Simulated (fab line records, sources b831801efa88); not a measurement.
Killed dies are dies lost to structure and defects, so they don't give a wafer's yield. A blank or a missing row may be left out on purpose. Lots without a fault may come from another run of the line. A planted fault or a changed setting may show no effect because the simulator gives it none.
fab line records | flow sky130
record lots=7 wafers=18 last_day=50
route steps=708 shown LDD_HVN@274 LDD_HVP@278 LDD_LDN@289 PAD_OPEN@708
lots that met no fault: from a run of the same line without faults
start_h: hours from the record's first day to the start of the lot's first wafer shown | wait_h: hours since the lot's step before | " the same as in the row above | L1.1+2: a row that stands for several wafers | - no value, or no start given | * or withheld: withheld | < > ~ a bound
route shown NAME@n: a module of which the file shows steps, and the number in the route of the first | usual: mean/standard deviation of fault-free wafers | same: alike in all rows | chamber/n: place in a boat | sites: the reading at each site | _std_site: their standard deviation | _edge_site: outer sites' mean less inner sites' | radius_mm: how far each site lies from the wafer's centre | mask NAME#n: copy n | behind: the tool/chamber that last shaped the wafer | hold: why the lot was held/for how many hours/how that ended | device: the transistor (n, p or np) that didn't switch | end of line: the same wafers' tests at the end of the route | a step without rows: its recipe alone | killed: dies lost to structure and defects at the first sort, not the wafer's yield | map: a wafer's dies, x killed, . not, _ none there
set.NAME: the setting as run; set.NAME@STEP: as run at that earlier step | model.NAME: the simulator's own value behind a step, which no gauge read
lots at some steps of the route; a table a step, a row a wafer
services: from which hour (start_h, from the record's first day; less than 0 if before it) a tool's chamber was out of use, for how many hours, and why
## steps
# step SKY_LDD_HVN_OVL_MEAS_07
# usual LDD_HVN_OVL=0.3/1.8
# columns lot.wafer tool chamber start_h wait_h LDD_HVN_OVL[nm]
L307.2 overlay-01 - 529.54 0.1 0.1
L307.5 " - " " 0.3
L307.6 " - " " 0.6
L311.2 overlay-02 - 577.94 0.1 2.2
L311.3 " - " " 1.3
L313.3 overlay-01 - 591.35 0.1 0.2
L313.5 " - " " 0.0
L314.3 overlay-02 - 598.53 0.1 2.0
L314.4 " - " " 3.5
L322.2 overlay-02 - 664.31 0.1 -1.6
L322.3 " - " " -1.8
L322.6 " - " " -1.4
L320.2 overlay-02 - 664.67 0.1 3.3
L320.4 " - " " 3.5
L320.5 " - " " 3.5
L321.3 overlay-02 - 665.52 0.1 -1.6
L321.5 " - " " 2.2
L321.6 " - " " 1.0
# step SKY_LDD_HVN_IMPLANT_08
# recipe species=P energy_kev=60 dose_cm2=3e+13 tilt_deg=40
# step SKY_LDD_HVN_STRIP_09
# recipe chemistry=O2/N2 power_w=1400 pressure_mtorr=1500 platen_temp_c=withheld o2_flow_sccm=3000 n2_flow_sccm=300 overash_fraction=0.5
# usual chamber_pressure_mTorr=1500.1/1.3 drypump_motor_current_A=5.7/0.36 oes_product_au=0.409/0.0045 strip_time_to_endpoint_s=4.134/0.015
# columns lot.wafer tool chamber start_h wait_h chamber_pressure_mTorr drypump_motor_current_A oes_product_au rf_hours_counter_h strip_time_to_endpoint_s
L307.2 plasma_asher-01 0 529.72 0.1 1501.5 5.1 0.400 84 4.127
L307.5 " 0 " " 1500.4 5.1 0.410 - 4.151
L307.6 " 1 " " 1499.7 5.4 0.413 - 4.143
L311.2 plasma_asher-01 1 578.12 0.1 1498.7 5.4 0.408 88 4.141
L311.3 " 1 " " 1500.7 5.5 0.409 - 4.131
L313.3 plasma_asher-04 1 591.55 0.1 1498.7 6.3 0.412 - 4.150
L313.5 " 0 " " 1497.3 5.8 0.418 - 4.151
L314.3 plasma_asher-02 1 598.73 0.1 1500.3 5.8 0.410 - 4.142
L314.4 " 0 " " 1500.6 5.7 0.405 - 4.144
L322.2 plasma_asher-01 0 664.49 0.1 1500.6 5.1 0.409 97 4.148
L322.3 " 0 " " 1499.6 5.1 0.413 - 4.126
L322.6 " 1 " " 1500.7 5.5 0.412 - 4.147
L320.2 plasma_asher-02 0 664.85 0.1 1498.3 5.7 0.413 83 4.151
L320.4 " 1 " " 1502.1 5.8 0.417 - 4.118
L320.5 " 0 " " 1498.9 5.7 0.411 - 4.133
L321.3 plasma_asher-02 0 665.73 0.1 1501.4 5.7 0.415 - 4.144
L321.5 " 1 " " 1501.1 5.8 0.415 - 4.144
L321.6 " 0 " " 1498.4 5.7 0.408 - 4.163
# step SKY_LDD_HVN_TW_MEAS_10
# usual LDD_HVN_TW=1433/14
# columns lot.wafer tool chamber start_h wait_h LDD_HVN_TW
L307.2 film_metro-01 - 529.83 0.1 1443
L307.5 " - " " 1450
L307.6 " - " " 1439
L311.2 film_metro-01 - 578.23 0.1 1445
L311.3 " - " " 1448
L313.3 film_metro-01 - 591.64 0.1 1445
L313.5 " - " " 1447
L314.3 film_metro-04 - 598.82 0.1 1413
L314.4 " - " " 1418
L322.2 film_metro-04 - 664.60 0.1 1422
L322.3 " - " " 1415
L322.6 " - " " 1418
L320.2 film_metro-02 - 664.96 0.1 1462
L320.4 " - " " 1451
L320.5 " - " " 1456
L321.3 film_metro-04 - 665.81 0.1 1429
L321.5 " - " " 1421
L321.6 " - " " 1427
# step SKY_LDD_HVP_DEHYDRATE_00
# recipe temp_c=200 time_s=60
# step SKY_LDD_HVP_HMDS_01
# recipe prime_time_s=60 prime_temp_c=120
# step SKY_LDD_HVP_COAT_02
# recipe resist=NOVOLAK spin_rpm=3000 resist_thk_nm=300
# step SKY_LDD_HVP_SOFTBAKE_03
# recipe temp_c=90 time_s=60 resist=NOVOLAK
# step SKY_LDD_HVP_EXPOSE_04
# recipe mask_id=HVPTM na=0.6 source_shape=conventional sigma_outer=0.6 polarization=unpolarized target_cd_nm=700 dose_mj=86
# step SKY_LDD_HVP_PEB_05
# recipe temp_c=withheld time_s=* resist=NOVOLAK
# step SKY_LDD_HVP_DEVELOP_06
# recipe resist=NOVOLAK developer=TMAH develop_time_s=60 dev_temp_c=23
# step SKY_LDD_HVP_OVL_MEAS_07
# usual LDD_HVP_OVL=0.3/1.4
# columns lot.wafer tool chamber start_h wait_h LDD_HVP_OVL[nm]
L307.2 overlay-01 - 559.52 0.1 0.3
L307.5 " - " " -1.2
L307.6 " - " " -0.3
L311.2 overlay-01 - 606.52 0.1 -0.5
L311.3 " - " " 1.1
L313.3 overlay-02 - 620.13 0.1 1.6
L313.5 " - " " 2.7
L314.3 overlay-02 - 627.98 0.1 0.3
L314.4 " - " " -0.1
L322.2 overlay-01 - 692.22 0.1 -1.4
L322.3 " - " " -1.8
L322.6 " - " " -1.8
L320.2 overlay-02 - 692.52 0.1 1.8
L320.4 " - " " 0.8
L320.5 " - " " 1.6
L321.3 overlay-01 - 693.65 0.1 0.5
L321.5 " - " " -1.3
L321.6 " - " " 0.1
# step SKY_LDD_HVP_IMPLANT_08
# recipe species=B energy_kev=20 dose_cm2=1.7e+13 tilt_deg=17.9
# usual beam_on_s=10.00/0.21 faraday_current_uA=95.9/2
# columns lot.wafer tool chamber start_h wait_h beam_on_s faraday_current_uA
L307.2 implanter-02 0 559.58 0.0 10.46 91.8
L307.5 " 0 " " 9.75 98.2
L307.6 " 0 " " 9.95 96.4
L311.2 implanter-03 0 606.58 0.0 10.28 93.9
L311.3 " 0 " " 12.08 79.9
L313.3 implanter-03 0 620.20 0.1 11.87 80.9
L313.5 " 0 " " 9.31 102.4
L314.3 implanter-03 0 628.05 0.1 11.67 81.9
L314.4 " 0 " " 11.84 81.1
L322.2 implanter-03 0 692.28 0.0 10.10 94.2
L322.3 " 0 " " 9.98 95.9
L322.6 " 0 " " 10.21 94.4
L320.2 implanter-04 0 692.58 0.0 10.27 93.8
L320.4 " 0 " " 9.78 98.0
L320.5 " 0 " " 9.99 95.6
L321.3 implanter-03 0 693.72 0.1 9.99 96.0
L321.5 " 0 " " 10.13 94.6
L321.6 " 0 " " 10.13 94.8
# step SKY_LDD_HVP_STRIP_09
# recipe chemistry=O2/N2 power_w=1400 pressure_mtorr=1500 platen_temp_c=withheld o2_flow_sccm=3000 n2_flow_sccm=300 overash_fraction=0.5
# usual chamber_pressure_mTorr=1500.2/1.4 drypump_motor_current_A=5.4/0.34 oes_product_au=0.408/0.0041 strip_time_to_endpoint_s=4.135/0.013
# columns lot.wafer tool chamber start_h wait_h chamber_pressure_mTorr drypump_motor_current_A oes_product_au rf_hours_counter_h strip_time_to_endpoint_s
L307.2 plasma_asher-03 1 559.70 0.1 1501.1 4.9 0.413 43 4.142
L307.5 " 1 " " 1498.8 4.8 0.418 - 4.166
L307.6 " 0 " " 1499.7 5.3 0.408 - 4.147
L311.2 plasma_asher-03 0 606.70 0.1 1500.2 5.3 0.409 48 4.144
L311.3 " 0 " " 1499.2 5.3 0.402 - 4.129
L313.3 plasma_asher-02 1 620.34 0.1 1500.7 5.8 0.403 - 4.149
L313.5 " 1 " " 1501.4 5.8 0.414 - 4.145
L314.3 plasma_asher-03 1 628.19 0.1 1502.0 4.8 0.404 - 4.140
L314.4 " 0 " " 1500.9 5.2 0.410 - 4.136
L322.2 plasma_asher-01 1 692.40 0.1 1500.7 5.4 0.403 100 4.148
L322.3 " 1 " " 1502.3 5.4 0.415 - 4.132
L322.6 " 0 " " 1502.6 5.1 0.405 - 4.137
L320.2 plasma_asher-01 1 692.70 0.1 1501.6 5.4 0.412 100 4.127
L320.4 " 0 " " 1501.9 5.1 0.403 - 4.123
L320.5 " 0 " " 1500.8 5.1 0.418 - 4.143
L321.3 plasma_asher-02 0 693.85 0.1 1500.9 5.7 0.404 - 4.155
L321.5 " 0 " " 1502.3 5.7 0.412 - 4.134
L321.6 " 1 " " 1500.5 5.8 0.410 - 4.155
# step SKY_LDD_HVP_TW_MEAS_10
# usual LDD_HVP_TW=456/3.8
# columns lot.wafer tool chamber start_h wait_h LDD_HVP_TW
L307.2 film_metro-03 - 559.81 0.1 457
L307.5 " - " " 459
L307.6 " - " " 458
L311.2 film_metro-04 - 606.81 0.1 450
L311.3 " - " " 477
L313.3 film_metro-04 - 620.44 0.1 476
L313.5 " - " " 447
L314.3 film_metro-02 - 628.27 0.1 487
L314.4 " - " " 487
L322.2 film_metro-03 - 692.51 0.1 456
L322.3 " - " " 458
L322.6 " - " " 458
L320.2 film_metro-02 - 692.81 0.1 460
L320.4 " - " " 459
L320.5 " - " " 458
L321.3 film_metro-03 - 693.94 0.1 456
L321.5 " - " " 452
L321.6 " - " " 456
# step SKY_LDD_LDN_DEHYDRATE_00
# recipe temp_c=200 time_s=60
# step SKY_PAD_OPEN_PROBE_99
# usual killed_at_M0_to_M3=44/6.5 killed_at_M4_up=3.3/1.7 killed_at_contacts=25/5.3 killed_at_front_end=15/5 killed_dies=87/9.9 killed_open=47/8 killed_short=39/6.1
# same gross_dies=492 killed_at_back_side=0 killed_at_other=0
# columns lot.wafer tool chamber start_h wait_h killed_at_M0_to_M3 killed_at_M4_up killed_at_contacts killed_at_front_end killed_dies killed_open killed_short model.etest.tip_p_5v.rs_ohm_sq
L307.2 prober-01 - 1123.43 0.1 46 3 26 20 95 52 43 2820
L307.5 prober-01 - 1123.58 0.2 45 4 26 13 88 47 41 2795
L307.6 prober-01 - 1123.63 0.2 43 2 19 13 77 48 29 2825
L311.2 prober-01 - 1151.27 0.1 30 3 18 18 69 29 40 2816
L311.3 prober-01 - 1151.32 0.2 42 5 10 13 70 35 35 2492
L313.3 prober-01 - 1161.78 0.2 49 3 29 8 89 44 45 2523
L313.5 prober-01 - 1161.88 0.2 42 5 21 18 86 52 34 2908
L314.3 prober-02 - 1165.04 0.2 41 5 31 18 95 61 34 2492
L314.4 prober-02 - 1165.09 0.2 48 3 26 17 94 50 44 2500
L322.2 prober-02 - 1200.44 0.1 40 4 25 11 80 43 37 2827
L322.3 prober-02 - 1200.49 0.2 49 4 28 25 106 54 52 2852
L322.6 prober-02 - 1200.64 0.2 43 4 19 7 73 44 29 2815
L320.2 prober-01 - 1202.18 0.1 33 5 22 17 77 40 37 2853
L320.4 prober-01 - 1202.28 0.2 38 0 23 12 73 35 38 2839
L320.5 prober-01 - 1202.33 0.2 48 1 23 18 90 52 38 2855
L321.3 prober-02 - 1203.73 0.2 39 1 24 18 82 46 36 2876
L321.5 prober-02 - 1203.83 0.2 31 6 36 12 85 55 30 2880
L321.6 prober-02 - 1203.88 0.2 32 2 25 7 66 36 30 2891
# killed by level:class
L307.2 CONTACT:geometric_particle:short=9 VIA1:geometric_particle:open=9 POLY_GATE:geometric_particle:open=8 CONTACT:geometric_particle:open=8 VIA3:geometric_particle:open=7 METAL1:geometric_particle:short=7 METAL2:geometric_particle:short=7 LI_CONTACT:geometric_particle:open=6
L307.5 METAL1:geometric_particle:short=11 CONTACT:geometric_particle:open=11 VIA1:geometric_particle:open=6 VIA2:geometric_particle:open=6 LI_CONTACT:geometric_particle:open=5 VIA3:geometric_particle:open=5 VIA2:geometric_particle:short=4 POLY_GATE:geometric_particle:short=3
L307.6 VIA2:geometric_particle:open=10 VIA1:geometric_particle:open=9 VIA3:geometric_particle:open=8 CONTACT:geometric_particle:open=7 LI_CONTACT:geometric_particle:open=6 METAL1:geometric_particle:short=5 METAL2:geometric_particle:short=4 FIELD_ISO:geometric_particle:open=3
L311.2 CONTACT:geometric_particle:open=8 VIA1:geometric_particle:open=7 METAL1:geometric_particle:short=6 VIA3:geometric_particle:short=5 FIELD_ISO:geometric_particle:short=4 POLY_GATE:geometric_particle:short=4 POLY_GATE:geometric_particle:open=4 LOCAL_INTERCONNECT:geometric_particle:short=4
L311.3 VIA1:geometric_particle:open=11 METAL1:geometric_particle:short=6 METAL2:geometric_particle:short=4 VIA2:geometric_particle:open=4 VIA3:geometric_particle:short=4 METAL4:geometric_particle:short=4 FIELD_ISO:geometric_particle:open=3 FIELD_ISO:geometric_particle:short=3
L313.3 VIA1:geometric_particle:open=13 CONTACT:geometric_particle:open=10 LI_CONTACT:geometric_particle:open=7 CONTACT:geometric_particle:short=7 METAL1:geometric_particle:short=7 VIA1:geometric_particle:short=6 FIELD_ISO:geometric_particle:short=5 VIA2:geometric_particle:open=5
L313.5 CONTACT:geometric_particle:open=13 VIA1:geometric_particle:open=11 VIA3:geometric_particle:open=8 FIELD_ISO:geometric_particle:short=6 VIA2:geometric_particle:open=6 VIA3:geometric_particle:short=4 FIELD_ISO:geometric_particle:open=3 POLY_GATE:geometric_particle:open=3
L314.3 VIA1:geometric_particle:open=15 CONTACT:geometric_particle:open=10 LI_CONTACT:geometric_particle:open=8 CONTACT:geometric_particle:short=8 FIELD_ISO:geometric_particle:open=6 VIA2:geometric_particle:open=6 FIELD_ISO:geometric_particle:short=4 METAL1:geometric_particle:short=4
L314.4 VIA1:geometric_particle:open=10 VIA3:geometric_particle:open=9 METAL2:geometric_particle:short=7 LI_CONTACT:geometric_particle:open=7 CONTACT:geometric_particle:open=7 FIELD_ISO:geometric_particle:short=6 FIELD_ISO:geometric_particle:open=6 CONTACT:geometric_particle:short=6
L322.2 VIA1:geometric_particle:open=10 CONTACT:geometric_particle:open=8 LI_CONTACT:geometric_particle:open=6 LOCAL_INTERCONNECT:geometric_particle:short=5 METAL1:geometric_particle:short=4 VIA1:geometric_particle:short=4 VIA2:geometric_particle:open=4 VIA3:geometric_particle:open=4
L322.3 CONTACT:geometric_particle:open=12 VIA1:geometric_particle:open=11 FIELD_ISO:geometric_particle:open=7 POLY_GATE:geometric_particle:short=7 VIA2:geometric_particle:short=6 FIELD_ISO:geometric_particle:short=5 POLY_GATE:geometric_particle:open=5 LOCAL_INTERCONNECT:geometric_particle:short=5
L322.6 VIA1:geometric_particle:open=14 CONTACT:geometric_particle:open=8 CONTACT:geometric_particle:short=5 VIA2:geometric_particle:open=5 VIA1:geometric_particle:short=4 METAL2:geometric_particle:short=4 FIELD_ISO:geometric_particle:open=3 METAL1:geometric_particle:short=3
L320.2 LI_CONTACT:geometric_particle:open=9 VIA2:geometric_particle:open=8 FIELD_ISO:geometric_particle:open=5 VIA3:geometric_particle:open=5 METAL2:geometric_particle:short=5 CONTACT:geometric_particle:open=5 VIA1:geometric_particle:short=5 METAL4:geometric_particle:short=5
L320.4 CONTACT:geometric_particle:open=11 VIA1:geometric_particle:open=7 VIA2:geometric_particle:open=5 METAL3:geometric_particle:short=5 CONTACT:geometric_particle:short=5 VIA1:geometric_particle:short=5 METAL2:geometric_particle:short=5 FIELD_ISO:geometric_particle:short=4
L320.5 VIA1:geometric_particle:open=12 FIELD_ISO:geometric_particle:open=9 VIA2:geometric_particle:short=9 LI_CONTACT:geometric_particle:open=7 VIA2:geometric_particle:open=7 CONTACT:geometric_particle:open=6 VIA3:geometric_particle:open=6 CONTACT:geometric_particle:short=5
L321.3 CONTACT:geometric_particle:open=13 VIA2:geometric_particle:open=8 FIELD_ISO:geometric_particle:short=7 VIA3:geometric_particle:open=7 METAL1:geometric_particle:short=6 METAL2:geometric_particle:short=6 VIA1:geometric_particle:open=5 LI_CONTACT:geometric_particle:open=4
L321.5 CONTACT:geometric_particle:open=20 VIA3:geometric_particle:open=9 LI_CONTACT:geometric_particle:open=8 VIA2:geometric_particle:open=6 FIELD_ISO:geometric_particle:short=5 CONTACT:geometric_particle:short=5 VIA1:geometric_particle:open=5 METAL4:geometric_particle:short=5
L321.6 CONTACT:geometric_particle:open=9 VIA3:geometric_particle:open=7 LI_CONTACT:geometric_particle:open=6 METAL3:geometric_particle:short=6 LOCAL_INTERCONNECT:geometric_particle:short=5 VIA1:geometric_particle:open=5 VIA2:geometric_particle:short=4 VIA2:geometric_particle:open=4
## services
# columns tool chamber start_h hours kind
plasma_asher-03 - 512.74 3.2 repair
implanter-04 - 549.85 1.4 repair
implanter-04 - 555.72 1.2 repair
plasma_asher-01 - 559.89 14.6 pm
plasma_asher-04 - 578.12 1.9 repair
implanter-04 - 597.13 3.2 pm
plasma_asher-04 - 599.83 4.3 repair
implanter-04 - 614.11 2.9 repair
plasma_asher-02 - 627.12 15.6 pm
implanter-02 - 659.96 0.5 repair
implanter-03 - 672.22 1.5 repair
implanter-04 - 678.85 2.8 repair
plasma_asher-03 - 683.60 22.6 repair
## key
first_sign step=SKY_LDD_HVP_IMPLANT_08 reading=beam_on_s direction=up sigmas=8.7 usual=10.00 struck=11.86
effect step=SKY_LDD_HVP_IMPLANT_08 reading=faraday_current_uA direction=down sigmas=7.4 usual=95.9 struck=80.9
effect step=SKY_LDD_HVP_TW_MEAS_10 reading=LDD_HVP_TW direction=up sigmas=6.9 usual=456 struck=482
model_effect step=SKY_PAD_OPEN_PROBE_99 value=etest.tip_p_5v.rs_ohm_sq without=2861 struck=2502
met_at SKY_LDD_HVP_IMPLANT_08
struck_wafers L311.3,L313.3,L314.3,L314.4
tester_left_out L311,L313,L314
fault kind=process_parameter_drift tool=implanter-03 chamber=- onset_h=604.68 steps=SKY_LDD_HVP_IMPLANT_08 channel=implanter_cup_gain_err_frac offset=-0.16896 shape=step end_h=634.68 scope=struck_wafers_only
# tester_left_out: of these lots the tester's yield and bins aren't shown, on N5 and GAA mostly nor the transistor test; their killed dies are dies lost to structure and defects alone, not to doping, threshold or leakage, so they don't give the yield
